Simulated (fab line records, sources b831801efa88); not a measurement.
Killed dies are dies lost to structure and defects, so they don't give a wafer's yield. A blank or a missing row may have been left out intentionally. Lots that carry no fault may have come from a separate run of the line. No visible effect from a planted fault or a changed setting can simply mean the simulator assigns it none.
2 desks looking at one fault / flow gf180mcu / each desk holds nothing but its own numbers, with what lay behind them at the end

## AT THE METROLOGY DESK
Means of the sampled wafers that have a number, per lot and without regard to the tool the lot ran on: this is what the gauges read. Marked OUT: a lot whose mean sits more than 4 standard deviations from the usual mean, which makes it out of limits; the brackets give that distance.
Columns: A = V5_OVL at GF_V5_OVL_MEAS_15, usual -2 nm; B = V5_W_RS at GF_V5_RS_MEAS_24, usual 0.329 ohm/sq; C = V5_W_THK at GF_V5_THK_MEAS_25, usual 351 nm
lot=L571; first seen here=day 29 16:49; A=-4; B=0.327; C=355
lot=L580; first seen here=day 32 12:07; A=-2; B=0.333; C=345
lot=L583; first seen here=day 33 02:47; A=-2; B=0.321; C=363
lot=L584; first seen here=day 33 03:28; A=-2; B=0.330; C=350
lot=L586; first seen here=day 33 05:20; A=2; B=0.333; C=351
lot=L587; first seen here=day 33 06:02; A=-1; B=0.325; C=355
Result from this desk: across the 6 lots, nothing is out of limits.

## DESK OF THE TOOL OWNER: pvd-sputter-01
The tool's own readings at GF_TOP_METAL_SPUTTER_00 (material Ti, target thk 37.5 nm, time 150 s): means of the sampled wafers that have a number, for each lot that ran on this tool. Marked OUT: a lot whose mean sits more than 4 standard deviations from the usual mean, which makes it out of limits; the brackets give that distance.
Columns: A = throttle-valve-pct at GF_TOP_METAL_SPUTTER_00, usual 29.6 %
lot=L571; first seen here=day 29 18:13; A=29.9
lot=L580; first seen here=day 33 01:22; A=29.6
lot=L583; first seen here=day 33 07:58; A=29.7
Result from this desk: across the 3 lots, nothing is out of limits.

## BROUGHT TOGETHER
Metrology desk: nothing out of limits seen.
The desk of the tool owner found nothing out of limits.

## WHAT THE SIMULATOR HAD PUT IN
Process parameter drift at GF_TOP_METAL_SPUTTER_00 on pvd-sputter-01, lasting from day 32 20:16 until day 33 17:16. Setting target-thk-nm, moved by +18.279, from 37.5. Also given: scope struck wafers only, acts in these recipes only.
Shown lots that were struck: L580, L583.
